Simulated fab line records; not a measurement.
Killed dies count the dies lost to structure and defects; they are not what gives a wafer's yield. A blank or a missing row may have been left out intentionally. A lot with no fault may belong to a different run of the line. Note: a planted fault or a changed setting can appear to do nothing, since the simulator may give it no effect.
One fault through the eyes of 2 desks -- flow sky130 -- numbers are kept per desk, each desk with only its own; the story behind them comes last

## FROM THE METROLOGY DESK
Means of the sampled wafers that have a number, per lot and without regard to the tool the lot ran on: this is what the gauges read. Marked OUT: a lot whose mean sits more than 4 standard deviations from the usual mean, which makes it out of limits; the brackets give that distance.
Columns: A = VIA4_BOW at SKY_VIA4_BOW_MEAS_03, usual 82 um; B = VIA4_W_RS at SKY_VIA4_RS_MEAS_19, usual 0.2258 ohm/sq; C = PAD_OPEN_BOW at SKY_PAD_OPEN_BOW_MEAS_13, usual 50 um
lot,first seen here,A,B,C
L215,day 43 04:46,78,0.2248,39
L214,day 43 05:57,94,0.2283,61
L217,day 43 17:26,77,0.2268,46
L218,day 44 03:29,76,0.2310,47
L219,day 44 08:58,85,0.2261,54
L223,day 45 06:07,75,0.2256,43
L224,day 45 11:51,87,0.2276,54
L231,day 47 07:04,74,0.2249,39
L232,day 47 09:00,92,0.2251,63
L234,day 47 21:49,79,0.2244,48
L236,day 48 12:05,89,0.2245,56
L237,day 48 18:01,75,0.2220,48
Finding of this desk: none of the 12 lots has anything out of limits.

## THE TOOL OWNER'S DESK: pvd sputter-04
At SKY_CAPM_SPUTTER_02 (material TiN, target thk 200 nm, time 166.7 s) the tool's own readings: per lot run on this tool, the mean of the sampled wafers that have a number. Marked OUT: a lot whose mean sits more than 4 standard deviations from the usual mean, which makes it out of limits; the brackets give that distance.
Columns: A = chamber pressure pa at SKY_CAPM_SPUTTER_02, usual 0.4000 Pa; B = throttle valve pct at SKY_CAPM_SPUTTER_02, usual 30.2 %
lot,first seen here,A,B
L218,day 38 17:47,0.4005,30.6
L224,day 40 08:13,0.4003,30.4
L231,day 42 08:44,0.3999,30.7
Finding of this desk: none of the 3 lots has anything out of limits.

## TAKEN TOGETHER
Metrology desk: nothing out of limits seen.
The tool owner's desk saw nothing out of limits.

## WHAT THE SIMULATOR HAD PUT IN
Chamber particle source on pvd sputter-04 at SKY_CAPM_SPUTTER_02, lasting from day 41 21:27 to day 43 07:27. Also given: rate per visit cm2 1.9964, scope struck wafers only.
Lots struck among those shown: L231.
